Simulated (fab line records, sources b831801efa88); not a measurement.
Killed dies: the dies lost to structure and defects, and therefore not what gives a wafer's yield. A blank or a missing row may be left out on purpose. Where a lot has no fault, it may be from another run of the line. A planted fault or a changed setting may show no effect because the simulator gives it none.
fab line records ; flow sky130
record: lots: 7; wafers: 21; lastDay: 50
route steps=708 shown METAL3@557 PAD_OPEN@708
lots with no fault: from the same line, run without faults
startH: the number of hours between the record's first day and the start of the first shown wafer of the lot ; waitH: hours since the lot's step before ; " identical to the entry in the row above ; L1.1+2: several wafers, shown together as one row ; - no value, or no start was given ; * or withheld: withheld ; < > ~ a bound
route shown NAME@n: NAME is a module with steps in the file, n the number in the route of the first one ; usual: mean/standard deviation taken from wafers without a fault ; same: alike in all rows ; chamber/n: place in a boat ; sites: per-site readings ; _std_site: the standard deviation of these ; _edge_site: mean of outer sites minus mean of inner sites ; radiusMm: for every site, how far away it sits from the centre of the wafer ; mask NAME#n: copy n ; behind: the most recent tool/chamber to have shaped the wafer ; hold: why the lot went on hold/how many hours it stayed there/how the hold came to an end ; device: which transistor (n, p or np) failed to switch ; end of line: tests of these same wafers at the route's end ; for a step that has no rows: nothing shown but its recipe ; killed: dies that structure and defects cost at the first sort, which is not the same as the wafer's yield ; map: shows each die of a wafer: x if killed, . if not, _ if none is there
set.NAME: the setting that was run; set.NAME@STEP: the one run at that earlier step ; model.NAME: the simulator's own value behind a step, which no gauge read
lots at some steps of the route; a table a step, a row a wafer
services: when a tool's chamber went out of use (startH, in hours from the record's first day, below 0 if earlier), for how many hours, and the reason
== steps ==
step: SKY_METAL3_COAT_07
recipe: resist: BARC; tempC: withheld; timeS: withheld; spinRpm: 3000; resistThkNm: 60
step: SKY_METAL3_COAT_08
recipe: resist: KrF-thick; spinRpm: 3000; resistThkNm: 1140
step: SKY_METAL3_SOFTBAKE_09
recipe: tempC: 100; timeS: 90; resist: KrF-thick
step: SKY_METAL3_EXPOSE_10
recipe: maskId: MM3; na: 0.68; sourceShape: annular; sigmaInner: 0.4; sigmaOuter: 0.8; targetCdNm: 300; doseMj: 28
step: SKY_METAL3_PEB_11
recipe: pebTempC: withheld; pebTimeS: withheld; resist: KrF-thick
step: SKY_METAL3_DEVELOP_12
recipe: developTimeS: 60; resist: KrF-thick; devTempC: 21
step: SKY_METAL3_CD_MEAS_13
recipe: targetCdNm: 300
usual: cdNm: 299.0/1.6
lot.wafer;tool;chamber;startH;waitH;cdNm
L170.2;cdSem-01;-;923.06;-;298.1
L170.4;cdSem-01;-;923.06;-;297.7
L170.5;cdSem-01;-;923.06;-;298.0
L176.2;cdSem-02;-;966.46;-;299.9
L176.4;cdSem-02;-;966.46;-;297.9
L176.6;cdSem-02;-;966.46;-;298.0
L177.1;cdSem-02;-;971.94;-;297.6
L177.5;cdSem-02;-;971.94;-;296.9
L177.6;cdSem-02;-;971.94;-;296.5
L178.1;cdSem-01;-;979.78;-;301.1
L178.4;cdSem-01;-;979.78;-;300.8
L178.5;cdSem-01;-;979.78;-;300.9
L179.3;cdSem-01;-;988.47;-;297.3
L179.5;cdSem-01;-;988.47;-;296.7
L179.6;cdSem-01;-;988.47;-;296.1
L182.1;cdSem-02;-;1006.74;-;300.2
L182.3;cdSem-02;-;1006.74;-;300.7
L182.6;cdSem-02;-;1006.74;-;299.2
L189.1;cdSem-02;-;1051.78;-;299.1
L189.2;cdSem-02;-;1051.78;-;300.3
L189.6;cdSem-02;-;1051.78;-;300.6
step: SKY_METAL3_OVL_MEAS_14
usual: METAL3_OVL: -1/6.6
lot.wafer;tool;chamber;startH;waitH;METAL3_OVL[nm]
L170.2;overlay-02;-;923.17;0.1;-12
L170.4;overlay-02;-;923.17;0.1;-15
L170.5;overlay-02;-;923.17;0.1;-9
L176.2;overlay-01;-;966.57;0.1;10
L176.4;overlay-01;-;966.57;0.1;-1
L176.6;overlay-01;-;966.57;0.1;9
L177.1;overlay-01;-;972.06;0.1;-4
L177.5;overlay-01;-;972.06;0.1;0
L177.6;overlay-01;-;972.06;0.1;-2
L178.1;overlay-01;-;979.90;0.1;9
L178.4;overlay-01;-;979.90;0.1;9
L178.5;overlay-01;-;979.90;0.1;12
L179.3;overlay-01;-;988.56;0.1;-7
L179.5;overlay-01;-;988.56;0.1;-4
L179.6;overlay-01;-;988.56;0.1;4
L182.1;overlay-02;-;1006.86;0.1;6
L182.3;overlay-02;-;1006.86;0.1;3
L182.6;overlay-02;-;1006.86;0.1;5
L189.1;overlay-02;-;1051.90;0.1;-4
L189.2;overlay-02;-;1051.90;0.1;-4
L189.6;overlay-02;-;1051.90;0.1;-4
step: SKY_METAL3_DESCUM_15
recipe: chemistry: O2; sourcePowerW: 150; biasPowerW: 0; pressureMtorr: 10; tempC: 40; timeS: 8
usual: drypumpMotorCurrentA: 5.6/0.61; oesProductAu: 1.000/0.013
lot.wafer;tool;chamber;startH;waitH;drypumpMotorCurrentA;oesProductAu;rfHoursCounterH
L170.2;rieMetal-01;1;923.20;0.0;6.5;1.021;9
L170.4;rieMetal-01;1;923.20;0.0;6.5;1.022;-
L170.5;rieMetal-01;0;923.20;0.0;5.9;0.998;-
L176.2;rieMetal-04;0;966.60;0.0;5.1;1.027;8
L176.4;rieMetal-04;1;966.60;0.0;4.7;0.994;-
L176.6;rieMetal-04;1;966.60;0.0;4.7;0.991;-
L177.1;rieMetal-01;1;972.10;0.0;6.6;1.019;11
L177.5;rieMetal-01;0;972.10;0.0;5.9;0.995;-
L177.6;rieMetal-01;1;972.10;0.0;6.5;1.012;-
L178.1;rieMetal-04;0;979.93;0.0;5.1;0.999;9
L178.4;rieMetal-04;1;979.93;0.0;4.7;0.990;-
L178.5;rieMetal-04;0;979.93;0.0;5.1;1.001;-
L179.3;rieMetal-04;1;988.59;0.0;4.8;0.986;-
L179.5;rieMetal-04;0;988.59;0.0;5.1;0.999;-
L179.6;rieMetal-04;1;988.59;0.0;4.7;1.002;-
L182.1;rieMetal-01;1;1006.90;0.0;6.5;1.028;12
L182.3;rieMetal-01;1;1006.90;0.0;6.5;1.015;-
L182.6;rieMetal-01;0;1006.90;0.0;5.9;0.982;-
L189.1;rieMetal-01;1;1051.93;0.0;6.6;1.027;15
L189.2;rieMetal-01;0;1051.93;0.0;5.9;1.002;17
L189.6;rieMetal-01;0;1051.93;0.0;5.9;1.000;-
step: SKY_METAL3_ETCH_16
recipe: chemistry: N2/H2; target: BARC; ionEnergyEv: 200; biasW: 100; pressureMtorr: 30; n2FlowSccm: 100; h2FlowSccm: 200; icpW: 500; stopOn: SiO2; timeS: 88.2; targetDepthA: 600
usual: drypumpMotorCurrentA: 5.6/0.61; n2FlowSccm: 100.0/0.3; oesProductAu: 0.625/0.0047; throttleValvePct: 13.206/0.008
lot.wafer;tool;chamber;startH;waitH;drypumpMotorCurrentA;n2FlowSccm;oesProductAu;rfHoursCounterH;throttleValvePct
L170.2;rieMetal-01;1;923.23;0.0;6.5;100.1;0.630;9;13.205
L170.4;rieMetal-01;1;923.23;0.0;6.5;100.3;0.627;-;13.215
L170.5;rieMetal-01;0;923.23;0.0;5.9;100.0;0.621;-;13.206
L176.2;rieMetal-04;0;966.63;0.0;5.1;99.9;0.624;8;13.204
L176.4;rieMetal-04;1;966.63;0.0;4.8;100.3;0.619;-;13.220
L176.6;rieMetal-04;1;966.63;0.0;4.7;100.6;0.632;-;13.203
L177.1;rieMetal-01;1;972.13;0.0;6.5;99.6;0.631;11;13.203
L177.5;rieMetal-01;0;972.13;0.0;5.9;100.0;0.624;-;13.195
L177.6;rieMetal-01;1;972.13;0.0;6.5;100.3;0.624;-;13.224
L178.1;rieMetal-04;0;979.97;0.0;5.1;99.7;0.627;9;13.204
L178.4;rieMetal-04;1;979.97;0.0;4.7;99.5;0.620;-;13.214
L178.5;rieMetal-04;0;979.97;0.0;5.1;99.8;0.626;-;13.206
L179.3;rieMetal-04;1;988.65;0.0;4.8;99.9;0.622;-;13.201
L179.5;rieMetal-04;0;988.65;0.0;5.1;100.3;0.632;-;13.217
L179.6;rieMetal-04;1;988.65;0.0;4.8;99.8;0.623;-;13.199
L182.1;rieMetal-01;1;1006.93;0.0;6.5;100.0;0.623;12;13.209
L182.3;rieMetal-01;1;1006.93;0.0;6.5;100.1;0.616;-;13.199
L182.6;rieMetal-01;0;1006.93;0.0;5.9;100.2;0.617;-;13.216
L189.1;rieMetal-01;1;1051.97;0.0;6.5;100.0;0.633;15;13.215
L189.2;rieMetal-01;0;1051.97;0.0;5.9;100.6;0.632;17;13.217
L189.6;rieMetal-01;0;1051.97;0.0;5.9;100.5;0.623;-;13.205
step: SKY_METAL3_ETCH_17
recipe: target: SiO2; stopOn: TiN; chemistry: C4F8/O2/Ar; sourceW: 1500; biasW: 1200; pressureMtorr: 40; c4f8FlowSccm: withheld; O2_flow_sccm: 6; Ar_flow_sccm: 300; timeS: 3.9; targetDepthA: 150
usual: oesProductAu: 0.754/0.0072
lot.wafer;tool;chamber;startH;waitH;oesProductAu;rfHoursCounterH
L170.2;rieDiel-03;2;923.33;0.1;0.755;12
L170.4;rieDiel-03;3;923.33;0.1;0.754;6
L170.5;rieDiel-03;2;923.33;0.1;0.760;-
L176.2;rieDiel-02;0;966.73;0.1;0.756;19
L176.4;rieDiel-02;1;966.73;0.1;0.760;9
L176.6;rieDiel-02;3;966.73;0.1;0.758;-
L177.1;rieDiel-01;0;972.23;0.1;0.745;17
L177.5;rieDiel-01;3;972.23;0.1;0.759;-
L177.6;rieDiel-01;2;972.23;0.1;0.760;-
L178.1;rieDiel-03;3;980.06;0.1;0.752;8
L178.4;rieDiel-03;0;980.06;0.1;0.757;15
L178.5;rieDiel-03;0;980.06;0.1;0.743;-
L179.3;rieDiel-01;1;988.71;0.0;0.763;11
L179.5;rieDiel-01;1;988.71;0.0;0.764;-
L179.6;rieDiel-01;0;988.71;0.0;0.748;-
L182.1;rieDiel-02;2;1007.03;0.1;0.744;6
L182.3;rieDiel-02;3;1007.03;0.1;0.741;17
L182.6;rieDiel-02;3;1007.03;0.1;0.760;-
L189.1;rieDiel-03;2;1052.06;0.1;0.744;16
L189.2;rieDiel-03;0;1052.06;0.1;0.754;17
L189.6;rieDiel-03;2;1052.06;0.1;0.755;-
step: SKY_METAL3_METAL_ETCH_18
recipe: targetDepthA: 8450; stopOn: SiO2; overEtchFrac: 0.3; timeS: 183.1; chemistry: Cl2/BCl3; resistSidewallDeg: 88; pressureMtorr: 10; icpW: 900; biasW: 48.5; Cl2_flow_sccm: 60; bcl3FlowSccm: 30
usual: drypumpMotorCurrentA: 5.5/0.56; oesProductAu: 0.866/0.0063; throttleValvePct: 22.264/0.009
lot.wafer;tool;chamber;startH;waitH;drypumpMotorCurrentA;oesProductAu;rfHoursCounterH;throttleValvePct
L170.2;rieMetal-03;1;923.34;0.0;5.8;0.865;13;22.269
L170.4;rieMetal-03;0;923.34;0.0;5.6;0.872;-;22.269
L170.5;rieMetal-03;0;923.34;0.0;5.6;0.863;-;22.257
L176.2;rieMetal-03;1;966.74;0.0;5.8;0.868;16;22.280
L176.4;rieMetal-03;0;966.74;0.0;5.6;0.864;-;22.270
L176.6;rieMetal-03;0;966.74;0.0;5.6;0.865;-;22.263
L177.1;rieMetal-04;0;972.24;0.0;5.1;0.864;9;22.260
L177.5;rieMetal-04;1;972.24;0.0;4.7;0.871;-;22.238
L177.6;rieMetal-04;0;972.24;0.0;5.1;0.873;-;22.269
L178.1;rieMetal-01;1;980.08;0.0;6.5;0.877;11;22.268
L178.4;rieMetal-01;0;980.08;0.0;5.9;0.861;-;22.270
L178.5;rieMetal-01;1;980.08;0.0;6.5;0.863;-;22.261
L179.3;rieMetal-03;1;988.79;0.1;5.9;0.863;-;22.265
L179.5;rieMetal-03;1;988.79;0.1;5.8;0.863;-;22.258
L179.6;rieMetal-03;0;988.79;0.1;5.6;0.865;-;22.268
L182.1;rieMetal-04;0;1007.05;0.0;5.1;0.858;11;22.273
L182.3;rieMetal-04;0;1007.05;0.0;5.1;0.868;-;22.263
L182.6;rieMetal-04;0;1007.05;0.0;5.1;0.863;-;22.270
L189.1;rieMetal-03;1;1052.08;0.0;5.7;0.863;21;22.258
L189.2;rieMetal-03;1;1052.08;0.0;5.8;0.888;-;22.267
L189.6;rieMetal-03;1;1052.08;0.0;5.7;0.863;-;22.256
step: SKY_METAL3_STRIP_19
recipe: chemistry: O2/N2; powerW: 1400; pressureMtorr: 1500; platenTempC: withheld; o2FlowSccm: 3000; n2FlowSccm: 300; overashFraction: 0.5
usual: chamberPressureMTorr: 1499.8/1.4; drypumpMotorCurrentA: 6.0/0.42; n2FlowSccm: 299.9/1; oesProductAu: 0.503/0.0067; overashFraction: 0.5/0; stripTimeToEndpointS: 6.55/0.11
lot.wafer;tool;chamber;startH;waitH;chamberPressureMTorr;drypumpMotorCurrentA;n2FlowSccm;oesProductAu;overashFraction;rfHoursCounterH;stripTimeToEndpointS;model.KrF-thick_of_METAL3_COAT_08.thkNm
L170.2;plasmaAsher-01;0;923.52;0.1;1496.9;6.1;298.2;0.499;0.5;112;6.54;0
L170.4;plasmaAsher-01;0;923.52;0.1;1500.5;6.1;300.3;0.500;0.5;-;6.65;0
L170.5;plasmaAsher-01;1;923.52;0.1;1497.5;6.0;300.4;0.504;0.5;-;6.66;0
L176.2;plasmaAsher-04;0;966.92;0.1;1498.5;6.1;301.5;0.505;0.5;80;6.57;0
L176.4;plasmaAsher-04;0;966.92;0.1;1497.5;6.1;301.7;0.513;0.5;-;6.73;0
L176.6;plasmaAsher-04;1;966.92;0.1;1500.9;6.3;300.1;0.511;0.5;-;6.71;0
L177.1;plasmaAsher-02;0;972.42;0.1;-;-;-;-;-;-;-;515.9
L177.5;plasmaAsher-02;1;972.42;0.1;-;-;-;-;-;-;-;533.7
L177.6;plasmaAsher-02;0;972.42;0.1;-;-;-;-;-;-;-;520.2
L178.1;plasmaAsher-01;0;980.26;0.1;-;-;-;-;-;-;-;510.1
L178.4;plasmaAsher-01;0;980.26;0.1;-;-;-;-;-;-;-;545.2
L178.5;plasmaAsher-01;0;980.26;0.1;-;-;-;-;-;-;-;507.3
L179.3;plasmaAsher-02;1;988.94;0.1;-;-;-;-;-;-;-;529.9
L179.5;plasmaAsher-02;1;988.94;0.1;-;-;-;-;-;-;-;533.6
L179.6;plasmaAsher-02;0;988.94;0.1;-;-;-;-;-;-;-;543.9
L182.1;plasmaAsher-02;0;1007.22;0.1;1501.4;6.4;300.0;0.505;0.5;27;6.49;0
L182.3;plasmaAsher-02;1;1007.22;0.1;1499.8;5.1;300.3;0.510;0.5;-;6.52;0
L182.6;plasmaAsher-02;1;1007.22;0.1;1501.6;5.1;300.2;0.510;0.5;-;6.57;0
L189.1;plasmaAsher-01;1;1052.44;0.3;1498.9;6.0;299.8;0.503;0.5;125;6.49;0
L189.2;plasmaAsher-01;0;1052.44;0.3;1500.4;6.1;299.9;0.502;0.5;125;6.53;0
L189.6;plasmaAsher-01;1;1052.44;0.3;1501.7;6.0;300.2;0.504;0.5;-;6.48;0
step: SKY_METAL3_STRIP_20
recipe: chemistry: postEtchResidueRemover; timeS: 1200; tempC: 72.5
step: SKY_PAD_OPEN_PROBE_99
usual: defectLimitedYield: 82.5/1.7; killed_at_M0_to_M3: 43/6.7; killed_at_M4_up: 3.2/1.8; killedAtContacts: 24/4.8; killedAtFrontEnd: 16/4.2; killedAtOther: 0.3/0.56; killedDies: 86/8.5; killedOnRim: 17/3.9; killedOpen: 47/6.7; killedShort: 39/6; sort_bin_3_pad_short: 0.9/0.45; sort_bin_5_function: 10.3/1.6; sort_bin_6_memory: 6.3/1; sortNPass: 406/8.5; sortYieldPct: 82.5/1.7
same: grossDies: 492; killedAtBackSide: 0; sort_bin_4_leakage[%]: 0; sort_bin_8_speed[%]: 0
lot.wafer;tool;chamber;startH;waitH;hold;defectLimitedYield[%];killed_at_M0_to_M3;killed_at_M4_up;killedAtContacts;killedAtFrontEnd;killedAtOther;killedDies;killedOnRim;killedOpen;killedShort;sort_bin_3_pad_short[%];sort_bin_5_function[%];sort_bin_6_memory[%];sortNPass;sortYieldPct[%]
L170.2;prober-02;-;1090.88;0.1;-;82.5;43;1;26;16;0;86;11;49;37;1.4;10.6;5.5;406;82.5
L170.4;prober-02;-;1090.98;0.2;-;83.5;37;5;26;13;0;81;18;43;38;0.4;8.9;7.1;411;83.5
L170.5;prober-02;-;1091.03;0.2;-;80.3;47;1;26;23;0;97;23;47;49;1.0;10.8;7.9;395;80.3
L176.2;prober-02;-;1127.85;0.1;-;81.1;50;5;25;13;0;93;17;51;42;0.6;10.4;7.9;399;81.1
L176.4;prober-02;-;1127.95;0.2;-;84.3;40;3;24;9;1;77;14;44;33;0.4;10.4;4.9;415;84.3
L176.6;prober-02;-;1128.05;0.2;-;81.7;51;2;29;8;0;90;16;59;30;0.2;11.8;6.3;402;81.7
L177.1;prober-01;-;1132.90;0.1;awaitDispo/4.7h/scrap;0;451;7;22;12;0;492;96;28;46;1.0;92.9;6.1;0;0
L177.5;prober-01;-;1133.10;0.2;awaitDispo/4.7h/scrap;0;451;7;24;10;0;492;96;35;42;1.0;92.5;6.5;0;0
L177.6;prober-01;-;1133.15;0.2;awaitDispo/4.7h/scrap;0;446;4;29;13;0;492;96;48;46;0.8;91.3;7.9;0;0
L178.1;prober-02;-;1138.45;0.1;awaitDispo/4.9h/scrap;0;437;4;33;18;0;492;96;56;36;1.0;92.1;6.9;0;0
L178.4;prober-02;-;1138.60;0.2;awaitDispo/4.9h/scrap;0;444;3;24;19;2;492;96;52;44;1.0;92.1;6.9;0;0
L178.5;prober-02;-;1138.65;0.2;awaitDispo/4.9h/scrap;0;438;3;36;15;0;492;96;60;35;1.6;91.9;6.5;0;0
L179.3;prober-01;-;1145.06;0.2;awaitDispo/4.2h/scrap;0;454;5;21;12;0;492;96;46;41;0.8;94.5;4.7;0;0
L179.5;prober-01;-;1145.16;0.2;awaitDispo/4.2h/scrap;0;443;5;24;20;0;492;96;47;34;1.4;94.1;4.5;0;0
L179.6;prober-01;-;1145.21;0.2;awaitDispo/4.2h/scrap;0;441;4;36;11;0;492;96;45;47;0.8;93.9;5.3;0;0
L182.1;prober-02;-;1160.51;0.1;-;79.5;46;6;24;25;0;101;17;50;51;0.6;14.6;5.3;391;79.5
L182.3;prober-02;-;1160.61;0.2;-;80.7;56;2;17;20;0;95;21;54;41;1.4;10.2;7.7;397;80.7
L182.6;prober-02;-;1160.76;0.2;-;80.1;54;3;24;17;0;98;20;48;50;1.0;12.4;6.5;394;80.1
L189.1;prober-01;-;1193.86;0.1;-;83.9;43;3;21;12;0;79;11;38;41;0.6;8.1;7.3;413;83.9
L189.2;prober-01;-;1193.91;0.1;-;82.5;41;4;23;17;1;86;19;53;33;0.6;8.1;8.7;406;82.5
L189.6;prober-01;-;1194.11;0.2;-;82.7;45;3;26;11;0;85;13;38;47;1.0;10.6;5.7;407;82.7
killed by level:class
L170.2 CONTACT:geometricParticle:open=11 VIA1:geometricParticle:open=11 CONTACT:geometricParticle:short=7 VIA2:geometricParticle:open=7 VIA3:geometricParticle:short=6 FIELD_ISO:geometricParticle:open=5 METAL1:geometricParticle:short=5 METAL2:geometricParticle:short=5
L170.4 CONTACT:geometricParticle:open=10 LI_CONTACT:geometricParticle:open=8 VIA1:geometricParticle:open=8 VIA3:geometricParticle:open=8 FIELD_ISO:geometricParticle:short=5 METAL4:geometricParticle:short=5 LOCAL_INTERCONNECT:geometricParticle:short=4 METAL3:geometricParticle:short=4
L170.5 CONTACT:geometricParticle:open=10 VIA1:geometricParticle:open=10 VIA3:geometricParticle:open=9 CONTACT:geometricParticle:short=7 FIELD_ISO:geometricParticle:short=5 POLY_GATE:geometricParticle:open=5 POLY_GATE:geometricParticle:short=5 METAL2:geometricParticle:short=5
L176.2 CONTACT:geometricParticle:open=11 VIA1:geometricParticle:open=10 METAL1:geometricParticle:short=7 METAL2:geometricParticle:short=7 VIA3:geometricParticle:open=7 FIELD_ISO:geometricParticle:open=5 LOCAL_INTERCONNECT:geometricParticle:short=5 VIA2:geometricParticle:open=5
L176.4 LI_CONTACT:geometricParticle:open=9 VIA1:geometricParticle:open=8 VIA3:geometricParticle:open=7 LOCAL_INTERCONNECT:geometricParticle:short=5 CONTACT:geometricParticle:open=5 VIA2:geometricParticle:open=5 VIA1:geometricParticle:short=5 POLY_GATE:geometricParticle:short=3
L176.6 VIA1:geometricParticle:open=12 CONTACT:geometricParticle:open=11 LI_CONTACT:geometricParticle:open=11 VIA2:geometricParticle:open=10 VIA3:geometricParticle:open=7 VIA1:geometricParticle:short=4 METAL2:geometricParticle:short=4 METAL3:geometricParticle:short=4
L177.1 VIA3:areaHdpcvd=418 CONTACT:geometricParticle:open=8 LOCAL_INTERCONNECT:geometricParticle:short=7 METAL2:geometricParticle:short=7 METAL4:geometricParticle:short=7 VIA1:geometricParticle:short=6 METAL3:geometricParticle:short=5 LI_CONTACT:geometricParticle:open=5
L177.5 VIA3:areaHdpcvd=414 CONTACT:geometricParticle:open=12 VIA1:geometricParticle:open=9 CONTACT:geometricParticle:short=7 METAL4:geometricParticle:short=6 VIA3:geometricParticle:open=5 METAL1:geometricParticle:short=5 METAL3:geometricParticle:short=5
L177.6 VIA3:areaHdpcvd=396 CONTACT:geometricParticle:open=11 VIA1:geometricParticle:open=11 VIA1:geometricParticle:short=10 CONTACT:geometricParticle:short=8 METAL2:geometricParticle:short=7 LI_CONTACT:geometricParticle:open=6 FIELD_ISO:geometricParticle:open=4
L178.1 VIA3:areaHdpcvd=399 CONTACT:geometricParticle:open=16 LI_CONTACT:geometricParticle:open=9 VIA2:geometricParticle:open=8 POLY_GATE:geometricParticle:short=5 VIA1:geometricParticle:open=5 METAL1:geometricParticle:short=5 METAL2:geometricParticle:short=5
L178.4 VIA3:areaHdpcvd=394 VIA1:geometricParticle:open=15 METAL1:geometricParticle:short=10 CONTACT:geometricParticle:open=8 METAL2:geometricParticle:short=7 VIA2:geometricParticle:open=6 LI_CONTACT:geometricParticle:open=5 POLY_GATE:geometricParticle:short=5
L178.5 VIA3:areaHdpcvd=397 CONTACT:geometricParticle:open=15 LI_CONTACT:geometricParticle:open=11 VIA1:geometricParticle:open=8 POLY_GATE:geometricParticle:open=7 CONTACT:geometricParticle:short=7 METAL2:geometricParticle:short=7 VIA3:geometricParticle:open=7
L179.3 VIA3:areaHdpcvd=405 VIA1:geometricParticle:open=10 CONTACT:geometricParticle:open=7 VIA2:geometricParticle:open=7 VIA3:geometricParticle:open=7 CONTACT:geometricParticle:short=6 VIA1:geometricParticle:short=6 LI_CONTACT:geometricParticle:open=5
L179.5 VIA3:areaHdpcvd=411 LI_CONTACT:geometricParticle:open=8 VIA1:geometricParticle:open=8 POLY_GATE:geometricParticle:open=7 CONTACT:geometricParticle:short=7 CONTACT:geometricParticle:open=6 VIA2:geometricParticle:short=5 FIELD_ISO:geometricParticle:open=4
L179.6 VIA3:areaHdpcvd=400 CONTACT:geometricParticle:open=12 VIA1:geometricParticle:open=10 LI_CONTACT:geometricParticle:open=8 CONTACT:geometricParticle:short=7 METAL2:geometricParticle:short=7 FIELD_ISO:geometricParticle:short=5 LI_CONTACT:geometricParticle:short=5
L182.1 METAL2:geometricParticle:short=10 LI_CONTACT:geometricParticle:open=7 VIA3:geometricParticle:open=7 POLY_GATE:geometricParticle:open=6 METAL1:geometricParticle:short=6 FIELD_ISO:geometricParticle:short=5 FIELD_ISO:geometricParticle:open=5 VIA1:geometricParticle:short=5
L182.3 VIA1:geometricParticle:open=16 VIA3:geometricParticle:open=8 CONTACT:geometricParticle:short=7 VIA2:geometricParticle:open=7 LI_CONTACT:geometricParticle:open=6 VIA1:geometricParticle:short=6 METAL2:geometricParticle:short=5 FIELD_ISO:geometricParticle:open=4
L182.6 VIA1:geometricParticle:open=10 METAL2:geometricParticle:short=10 LI_CONTACT:geometricParticle:open=8 CONTACT:geometricParticle:open=8 METAL1:geometricParticle:short=8 VIA2:geometricParticle:open=6 VIA1:geometricParticle:short=5 FIELD_ISO:geometricParticle:short=4
L189.1 VIA1:geometricParticle:open=14 METAL1:geometricParticle:short=9 LI_CONTACT:geometricParticle:open=7 METAL2:geometricParticle:short=5 POLY_GATE:geometricParticle:short=5 LOCAL_INTERCONNECT:geometricParticle:short=5 CONTACT:geometricParticle:open=5 VIA2:geometricParticle:short=4
L189.2 VIA1:geometricParticle:open=9 VIA2:geometricParticle:open=7 VIA3:geometricParticle:open=7 CONTACT:geometricParticle:open=6 FIELD_ISO:geometricParticle:open=5 LI_CONTACT:geometricParticle:open=5 LOCAL_INTERCONNECT:geometricParticle:short=5 CONTACT:geometricParticle:short=4
L189.6 VIA1:geometricParticle:open=12 VIA1:geometricParticle:short=10 LOCAL_INTERCONNECT:geometricParticle:short=10 LI_CONTACT:geometricParticle:open=7 CONTACT:geometricParticle:open=6 METAL2:geometricParticle:short=5 POLY_GATE:geometricParticle:open=4 METAL3:geometricParticle:short=4
map L177.1 (x killed, . not)
__________xxxxxxxxxx_________
________xxxxxxxxxxxxxx_______
______xxxxxxxxxxxxxxxxxx_____
_____xxxxxxxxxxxxxxxxxxxx____
____xxxxxxxxxxxxxxxxxxxxxx___
___xxxxxxxxxxxxxxxxxxxxxxxx__
__xxxxxxxxxxxxxxxxxxxxxxxxxx_
_xxxxxxxxxxxxxxxxxxxxxxxxxxxx
_xxxxxxxxxxxxxxxxxxxxxxxxxxxx
_xxxxxxxxxxxxxxxxxxxxxxxxxxxx
_xxxxxxxxxxxxxxxxxxxxxxxxxxxx
_xxxxxxxxxxxxxxxxxxxxxxxxxxxx
_xxxxxxxxxxxxxxxxxxxxxxxxxxxx
_xxxxxxxxxxxxxxxxxxxxxxxxxxxx
_xxxxxxxxxxxxxxxxxxxxxxxxxxxx
__xxxxxxxxxxxxxxxxxxxxxxxxxx_
___xxxxxxxxxxxxxxxxxxxxxxxx__
____xxxxxxxxxxxxxxxxxxxxxx___
_____xxxxxxxxxxxxxxxxxxxx____
______xxxxxxxxxxxxxxxxxx_____
________xxxxxxxxxxxxxx_______
__________xxxxxxxxxx_________
map L178.1 (x killed, . not)
__________xxxxxxxxxx_________
________xxxxxxxxxxxxxx_______
______xxxxxxxxxxxxxxxxxx_____
_____xxxxxxxxxxxxxxxxxxxx____
____xxxxxxxxxxxxxxxxxxxxxx___
___xxxxxxxxxxxxxxxxxxxxxxxx__
__xxxxxxxxxxxxxxxxxxxxxxxxxx_
_xxxxxxxxxxxxxxxxxxxxxxxxxxxx
_xxxxxxxxxxxxxxxxxxxxxxxxxxxx
_xxxxxxxxxxxxxxxxxxxxxxxxxxxx
_xxxxxxxxxxxxxxxxxxxxxxxxxxxx
_xxxxxxxxxxxxxxxxxxxxxxxxxxxx
_xxxxxxxxxxxxxxxxxxxxxxxxxxxx
_xxxxxxxxxxxxxxxxxxxxxxxxxxxx
_xxxxxxxxxxxxxxxxxxxxxxxxxxxx
__xxxxxxxxxxxxxxxxxxxxxxxxxx_
___xxxxxxxxxxxxxxxxxxxxxxxx__
____xxxxxxxxxxxxxxxxxxxxxx___
_____xxxxxxxxxxxxxxxxxxxx____
______xxxxxxxxxxxxxxxxxx_____
________xxxxxxxxxxxxxx_______
__________xxxxxxxxxx_________
== services ==
tool;chamber;startH;hours;kind
rieMetal-03;0;900.56;21.0;repair
rieDiel-03;3;913.71;4.5;repair
rieDiel-01;1;932.90;3.6;repair
plasmaAsher-02;-;946.07;0.6;repair
rieDiel-01;0;960.96;5.5;repair
rieMetal-01;-;965.98;1.0;repair
rieDiel-02;0;1003.34;17.4;repair
rieDiel-01;-;1006.01;2.8;pm
rieDiel-01;-;1026.44;14.6;pm
rieMetal-01;-;1030.40;2.8;pm
rieMetal-04;-;1032.98;2.8;pm
rieDiel-01;0;1043.58;13.4;repair
rieMetal-03;0;1050.67;18.6;repair
== key ==
firstSign: step: SKY_METAL3_STRIP_19; reading: toolRecord; direction: missing
effect: step: SKY_PAD_OPEN_PROBE_99; reading: killed_at_M0_to_M3; direction: up; sigmas: 60; usual: 43; struck: 445
modelEffect: step: SKY_METAL3_STRIP_19; value: KrF-thick_of_METAL3_COAT_08.thkNm; without: 0; struck: 526.6
moreKillsBornAt: SKY_VIA3_HDPCVD_00@hdpcvd-02: 2406; SKY_VIA3_HDPCVD_00@hdpcvd-01: 1228
metAt SKY_METAL3_STRIP_19
struckWafers L177.1,L177.5,L177.6,L178.1,L178.4,L178.5,L179.3,L179.5,L179.6
laterRowsLeftOut L177.1,L177.5,L177.6,L178.1,L178.4,L178.5,L179.3,L179.5,L179.6
onsetBetween 923.52 972.42
fault: kind: skippedStepWhole; tool: plasmaAsher-01,plasmaAsher-02; chamber: -; onsetH: 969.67; steps: SKY_METAL3_STRIP_19; scope: struckLotsOnly
laterRowsLeftOut: the simulator's readings of these wafers behind a module that went badly wrong aren't trusted and aren't shown, but for the sort
